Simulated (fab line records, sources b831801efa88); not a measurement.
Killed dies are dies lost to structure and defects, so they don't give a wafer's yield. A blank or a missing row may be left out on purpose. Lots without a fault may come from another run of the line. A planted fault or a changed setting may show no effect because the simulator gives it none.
Which tool did it? | flow gf180mcu | 6 lots, 18 wafers sampled, at 2 steps of a route of 602

WHAT THE GAUGES READ, wafer by wafer
GF_NSD_CD_MEAS_07: target cd 400 nm.
lot  | measured     | on        | cd_nm (nm)
L821 | day 14 02:49 | cd_sem-02 | 402.3 404.5 403.8
L824 | day 15 02:00 | cd_sem-02 | 403.8 402.6 403.3
L827 | day 16 05:02 | cd_sem-01 | 402.2 398.2 399.5
L829 | day 17 01:19 | cd_sem-02 | 403.7 403.4 402.1
L833 | day 18 17:31 | cd_sem-01 | 398.2 401.5 399.6
L839 | day 20 12:38 | cd_sem-01 | - - -

WHICH TOOL RAN EACH LOT (tool, then ch and the chambers of the sampled wafers, then the start)
lot  | GF_NSD_EXPOSE_04
L821 | iline_stepper-01 ch 0, day 13 17:01
L824 | iline_stepper-01 ch 0, day 14 15:58
L827 | iline_stepper-01 ch 0, day 15 17:55
L829 | iline_stepper-02 ch 0, day 16 14:02
L833 | iline_stepper-02 ch 0, day 18 05:07
L839 | iline_stepper-02 ch 0, day 20 00:37
- GF_NSD_EXPOSE_04: exposes mask Nplus, target cd 400 nm.

THE ANSWER, worked out from the rows above alone
Rule: what is usual is taken from the lots themselves. Put in order of their means at a reading, lots are off if they are a third of the lots or fewer, leave a main group of 4 or more, and stand apart from it by a gap of 3 or more times the standard deviation of the main group's means; of several such gaps the widest counts. A main group whose means are all the same, to the digits that the tables above print for the reading, isn't used. A lot without any number at a reading at which 4 lots or more have one is off too. The other lots that the step has rows for count as sound.
Off: L839, at GF_NSD_CD_MEAS_07 (cd_nm). Without a number there: L839. The main group: mean 401.9 nm, standard deviation 1.7.
A tool fits if, at a process step before that reading, it ran every lot that is off, and no sound lot after the first of them. The gauges at GF_NSD_CD_MEAS_07 are tried like those tools. Can't be told from this: 2 tools fit, iline_stepper-02 at GF_NSD_EXPOSE_04, cd_sem-01 at GF_NSD_CD_MEAS_07.

WHAT THE SIMULATOR HAD PUT IN
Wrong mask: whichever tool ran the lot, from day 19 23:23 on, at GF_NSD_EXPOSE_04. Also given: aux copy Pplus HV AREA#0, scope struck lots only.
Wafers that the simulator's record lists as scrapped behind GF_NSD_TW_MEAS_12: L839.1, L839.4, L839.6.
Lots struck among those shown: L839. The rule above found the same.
